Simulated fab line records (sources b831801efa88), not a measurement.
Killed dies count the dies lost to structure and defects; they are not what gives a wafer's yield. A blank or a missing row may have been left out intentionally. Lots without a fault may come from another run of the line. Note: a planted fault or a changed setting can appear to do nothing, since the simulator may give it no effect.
Matching of chambers	flow gf180mcu	cmp-02 running GF_V3_CMP_04: 4 sister chambers
The step polishes SiO2. 19 wafers are shown with their chamber, then 9 later ones without.

== WAFERS WITH THEIR CHAMBER ==
wafer	chamber	motorCurrentA (A)	timeToEndpointS (s)	headPressurePsi (psi)
L215.2	2	12.8	75	3.992
L215.4	1	12.7	77	3.996
L215.5	3	12.6	86	3.995
L216.3	1	12.0	81	4.004
L216.5	2	12.1	84	3.999
L216.6	3	12.5	86	4.016
L218.1	3	13.3	79	3.998
L218.4	1	12.9	81	3.994
L219.5	1	12.2	79	4.012
L220.6	1	11.9	83	3.998
L229.1	0	11.3	75	4.003
L229.4	2	12.3	87	4.003
L229.6	1	12.8	77	4.001
L232.1	2	12.4	80	4.001
L232.2	0	11.4	73	4.009
L232.4	3	13.4	79	3.997
L233.3	3	12.8	77	3.992
L233.4	1	12.8	85	3.994
L233.6	2	12.3	78	3.986

SIGNATURES (averages over the wafers above)
reading	chamber 0	chamber 1	chamber 2	chamber 3	scatter within a chamber
motorCurrentA	11.350	12.471	12.380	12.920	0.367
timeToEndpointS	74.00	80.43	80.80	81.40	3.83
headPressurePsi	4.00600	3.99986	3.99620	3.99960	0.00742
Rule: for a wafer and a chamber, the distance is found by dividing, reading by reading, the gap between the wafer's reading and the chamber's mean by the reading's scatter, squaring, summing and taking the root. If the next closest chamber is less than 2 further off than the closest, the wafer can't be placed; otherwise it belongs to the closest. The scatter: the root of (the sum of the squares of (reading less its chamber's mean) over the shown wafers, divided by (wafers less chambers)).

== WAFERS WITHOUT THEIR CHAMBER ==
wafer	motorCurrentA (A)	timeToEndpointS (s)	headPressurePsi (psi)
L234.3	12.3	86	4.000
L234.4	10.8	83	3.999
L234.5	12.7	81	3.995
L235.1	12.0	72	3.990
L235.2	10.5	74	4.007
L235.6	13.0	87	3.995
L236.1	12.3	81	3.986
L236.5	10.7	90	3.998
L236.6	12.9	90	3.997

== WHICH CHAMBER EACH ONE RAN IN ==
wafer	from the rows above	in truth
L234.3	can't be placed: 2 or 1 or 3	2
L234.4	can't be placed: 0 or 2 or 1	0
L234.5	can't be placed: 3 or 2 or 1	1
L235.1	can't be placed: 2 or 0 or 1 or 3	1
L235.2	0	0
L235.6	can't be placed: 3 or 1 or 2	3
L236.1	can't be placed: 2 or 1 or 3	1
L236.5	can't be placed: 0 or 2 or 1 or 3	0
L236.6	can't be placed: 3 or 1 or 2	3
Correctly placed: 1 of 9. Can't be placed from these rows: 8 (the true chamber is among the candidates in 8). Placed wrongly: 0.
